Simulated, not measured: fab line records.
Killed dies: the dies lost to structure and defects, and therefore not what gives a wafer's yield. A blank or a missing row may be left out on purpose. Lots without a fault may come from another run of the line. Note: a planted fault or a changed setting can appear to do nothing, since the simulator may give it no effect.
8D (eight disciplines) problem report, filled in by code    flow sky130    the parts of the form that need people (team, actions taken, sign-off) are left out

1. WHAT WENT WRONG
run-length-s at SKY_SONOS_TUNNEL_SOFTBAKE_03 reads a mean of 120.59 s on 9 wafers of 3 lots; wafers without a fault read 89.23 s with a standard deviation of 0.11. So: +99 or more standard deviations from the usual mean.
The step: time 60 s.
First seen on wafer L162.2, day 14 16:15, on litho-track-02. Wafers with a number at this step in the record: 45, from 15 lots. By rule, "out" or "out of limits" means more than 4 standard deviations away from the usual mean. The rest of the wafers with a number are treated as sound.

2. WHAT IT IS AND WHAT IT IS NOT
question                     is                      is not
which readings at this step  run-length-s            -
which lots                   L162, L163, L165        L152, L153, L154, L155, L156, L157, L158, L161, L170, L172, L173, L174
which wafers of those lots   all that have a number  -
read on which tools          litho-track-02          litho-track-01, litho-track-04
when                         from day 14 16:15       up to then (24 sound wafers); but 12 sound wafers of L170, L172, L173, L174 came after

3. SUSPECTS, AND WHAT RULES EACH OUT
Counting: any tool at a process step up to the reading is kept as a suspect provided that every lot that is out went through it and no sound lot did after the first of them.
- litho-track-02 at SKY_SONOS_TUNNEL_SOFTBAKE_03 (time 60 s): ruled out as a lasting fault. After its first lot that is out, L162 (day 14 16:15), sound lots L172, L173 ran on it.
Left after counting: nothing in the record.

4. THE CAUSE (what the simulator had put in)
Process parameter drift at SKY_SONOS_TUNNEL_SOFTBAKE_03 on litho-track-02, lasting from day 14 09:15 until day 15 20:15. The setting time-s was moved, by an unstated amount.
Counting ruled it out, wrongly.

5. THE CHAIN OF EFFECTS, in route order
Rows list readings where the struck wafers' mean (over those with a number) sits beyond 3 standard deviations from the usual. Only readings whose record carries a usual standard deviation are examined. hours: median over the lots of the time between each lot's start at the first step of this table that gives one and its start at this step. sigmas: the change, counted in usual standard deviations.
hours  step                          reading       usual    on struck wafers  change  sigmas
0      SKY_SONOS_TUNNEL_SOFTBAKE_03  run-length-s  89.23 s  120.59            +31.36  +99 or more
The process steps in it:
- SKY_SONOS_TUNNEL_SOFTBAKE_03: time 60 s.

6. WHAT WOULD HAVE CAUGHT IT SOONER
The fault began at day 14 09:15; the first out-of-limits reading in this record came at day 14 16:15, 7 hours later.
